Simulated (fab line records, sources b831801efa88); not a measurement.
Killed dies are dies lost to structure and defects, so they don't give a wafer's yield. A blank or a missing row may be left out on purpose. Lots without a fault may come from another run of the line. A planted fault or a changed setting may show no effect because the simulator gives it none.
Tool commonality check | flow gf180mcu | 13 lots, 39 wafers sampled

WHY IT WAS OPENED
At GF_HV_LDD_TW_MEAS_23 the reading HV_LDD_2_TW is flagged on 1 of 13 lots. Wafers without a fault read 1054, standard deviation 9.2.
Rule: a lot is flagged when every wafer of it that has a number lies more than 4 standard deviations from that mean, or none has a number. The other lots count as sound.

lot  | measured     | on            | HV_LDD_2_TW, wafer by wafer | flag
L199 | day 10 21:19 | film_metro-02 | 1058 1060 1056              |
L200 | day 11 02:26 | film_metro-04 | 1067 1066 1071              |
L201 | day 11 11:23 | film_metro-01 | 1047 1057 1052              |
L202 | day 11 16:53 | film_metro-01 | 1059 1053 1050              |
L204 | day 12 10:32 | film_metro-02 | 1054 1052 1059              |
L205 | day 12 16:24 | film_metro-04 | 1062 1059 1066              |
L206 | day 12 20:26 | film_metro-02 | 1055 1056 1056              |
L208 | day 13 22:10 | film_metro-01 | 1050 1045 1054              |
L216 | day 16 10:35 | film_metro-04 | 30 30 30                    | FLAGGED
L218 | day 17 01:04 | film_metro-02 | 1037 1037 1039              |
L219 | day 17 03:19 | film_metro-04 | 1058 1062 1063              |
L220 | day 17 13:34 | film_metro-04 | 1061 1062 1055              |
L222 | day 18 08:37 | film_metro-04 | 1066 1059 1061              |
The numbers of the flagged lots are 30 on average: -1024 against the usual, or -99 or more standard deviations.

WHICH TOOL RAN EACH LOT
The record holds 2 process steps before the reading, out of a route of 602 steps. In each cell: the tool, then ch and the chambers that the sampled wafers went through, then the start.
lot  | flag    | GF_POLY_GATE_ETCH_13             | GF_HV_LDD_EXPOSE_16
L199 |         | rie_si-01 ch 0,3, day 9 07:29    | iline_stepper-02 ch 0, day 10 11:31
L200 |         | rie_si-01 ch 0,1,2, day 9 11:26  | iline_stepper-02 ch 0, day 10 17:01
L201 |         | rie_si-02 ch 0,1,3, day 9 20:19  | iline_stepper-01 ch 0, day 11 01:35
L202 |         | rie_si-02 ch 0,1,3, day 10 01:08 | iline_stepper-01 ch 0, day 11 06:58
L204 |         | rie_si-01 ch 0,1,3, day 10 17:53 | iline_stepper-01 ch 0, day 12 00:09
L205 |         | rie_si-01 ch 1,2, day 10 23:47   | iline_stepper-02 ch 0, day 12 06:09
L206 |         | rie_si-01 ch 2,3, day 11 03:29   | iline_stepper-02 ch 0, day 12 10:21
L208 |         | rie_si-02 ch 0,3, day 12 03:59   | iline_stepper-01 ch 0, day 13 12:05
L216 | FLAGGED | rie_si-02 ch 0,1,3, day 14 11:38 | iline_stepper-01 ch 0, day 15 23:19
L218 |         | rie_si-02 ch 1,2, day 15 00:55   | iline_stepper-02 ch 0, day 16 13:23
L219 |         | rie_si-02 ch 1,2, day 15 05:17   | iline_stepper-02 ch 0, day 16 15:09
L220 |         | rie_si-01 ch 1,2,3, day 15 13:32 | iline_stepper-02 ch 0, day 17 01:50
L222 |         | rie_si-01 ch 1,2,3, day 16 07:34 | iline_stepper-01 ch 0, day 17 20:41
What these steps do:
- GF_POLY_GATE_ETCH_13: etches poly-Si in HBr/Cl2, stops on SiO2, target depth 198.5 nm, time 69.6 s.
- GF_HV_LDD_EXPOSE_16: exposes mask Pplus LV AREA, target cd 400 nm.
- GF_HV_LDD_TW_MEAS_23

FLAGGED OVER TOTAL, TOOL BY TOOL (the gauges that took the reading come last)
step                 | tool             | lots run | flagged | share of the flagged lots | sound lots run after its first flagged lot
GF_POLY_GATE_ETCH_13 | rie_si-01        | 7        | 0       | none                      | -
GF_POLY_GATE_ETCH_13 | rie_si-02        | 6        | 1       | all                       | 2 (L218,L219)
GF_HV_LDD_EXPOSE_16  | iline_stepper-01 | 6        | 1       | all                       | 1 (L222)
GF_HV_LDD_EXPOSE_16  | iline_stepper-02 | 7        | 0       | none                      | -
GF_HV_LDD_TW_MEAS_23 | film_metro-01    | 3        | 0       | none                      | -
GF_HV_LDD_TW_MEAS_23 | film_metro-02    | 4        | 0       | none                      | -
GF_HV_LDD_TW_MEAS_23 | film_metro-04    | 6        | 1       | all                       | 3 (L219,L220,L222)

WHAT THE TABLE ALLOWS
3 rows of the table ran every flagged lot: rie_si-02 at GF_POLY_GATE_ETCH_13, iline_stepper-01 at GF_HV_LDD_EXPOSE_16, film_metro-04 at GF_HV_LDD_TW_MEAS_23.
- rie_si-02 at GF_POLY_GATE_ETCH_13: 1 of its 6 lots flagged. Sound lots ran on it after the first flagged one (L218, L219), which a lasting fault on the whole tool wouldn't allow.
- iline_stepper-01 at GF_HV_LDD_EXPOSE_16: 1 of its 6 lots flagged. Sound lots ran on it after the first flagged one (L222), which a lasting fault on the whole tool wouldn't allow.
- film_metro-04 at GF_HV_LDD_TW_MEAS_23: 1 of its 6 lots flagged. Sound lots ran on it after the first flagged one (L219, L220, L222), which a lasting fault on the whole tool wouldn't allow.
No row of the table ran every flagged lot and no sound lot after the first.

WHAT THE SIMULATOR HAD PUT IN
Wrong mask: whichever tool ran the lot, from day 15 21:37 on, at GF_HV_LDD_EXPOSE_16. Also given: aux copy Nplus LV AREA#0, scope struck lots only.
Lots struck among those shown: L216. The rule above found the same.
